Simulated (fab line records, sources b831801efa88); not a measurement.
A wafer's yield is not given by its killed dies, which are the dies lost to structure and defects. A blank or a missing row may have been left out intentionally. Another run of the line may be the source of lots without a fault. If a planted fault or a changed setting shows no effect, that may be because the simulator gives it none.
Which of the tools did it?	flow sky130	Sampling: 7 lots, 21 wafers, 2 of 708 route steps

== WHAT EACH GAUGE READ, for each wafer ==
SKY_CONTACT_THK_MEAS_01.
lot	measured	on	CONTACT_CVD_00_THK (nm)
L187	day 30 19:12	film metro-04	74.9 76.1 76.6
L194	day 33 11:59	film metro-01	74.5 76.2 76.0
L196	day 33 20:27	film metro-04	73.7 74.8 74.6
L203	day 35 23:40	film metro-02	74.4 75.7 74.3
L205	day 36 12:11	film metro-01	74.6 75.1 75.1
L207	day 37 04:10	film metro-02	75.2 75.7 74.6
L209	day 37 12:44	film metro-04	74.5 74.8 75.1

== WHAT TOOL EACH LOT RAN ON (gives the tool, then ch and the chambers of the sampled wafers, and finally the start) ==
lot	SKY_SD_P_EXPOSE_04
L187	iline stepper-02 ch 0, day 25 03:38
L194	iline stepper-02, day 28 01:07
L196	iline stepper-01 ch 0, day 28 09:50
L203	iline stepper-01 ch 0, day 30 18:42
L205	iline stepper-01 ch 0, day 31 09:53
L207	iline stepper-02 ch 0, day 32 02:44
L209	iline stepper-01 ch 0, day 32 11:46
- SKY_SD_P_EXPOSE_04: exposes mask PSDM, target cd 380 nm.

== THE ANSWER, worked out from the rows above alone ==
Rule: the lots themselves supply what counts as usual. Put in order of their means at a reading, lots are off if they are a third of the lots or fewer, leave a main group of 4 or more, and stand apart from it by a gap of 3 or more times the standard deviation of the main group's means; of several such gaps the widest counts. If all means in a main group match to the digits the tables above print for the reading, that group is not used. A lot without any number at a reading at which 4 lots or more have one is off too. The other lots that the step has rows for count as sound.
Across all readings shown, no lot is off: no conclusion can be drawn from this.

== WHAT THE SIMULATOR HAD PUT IN ==
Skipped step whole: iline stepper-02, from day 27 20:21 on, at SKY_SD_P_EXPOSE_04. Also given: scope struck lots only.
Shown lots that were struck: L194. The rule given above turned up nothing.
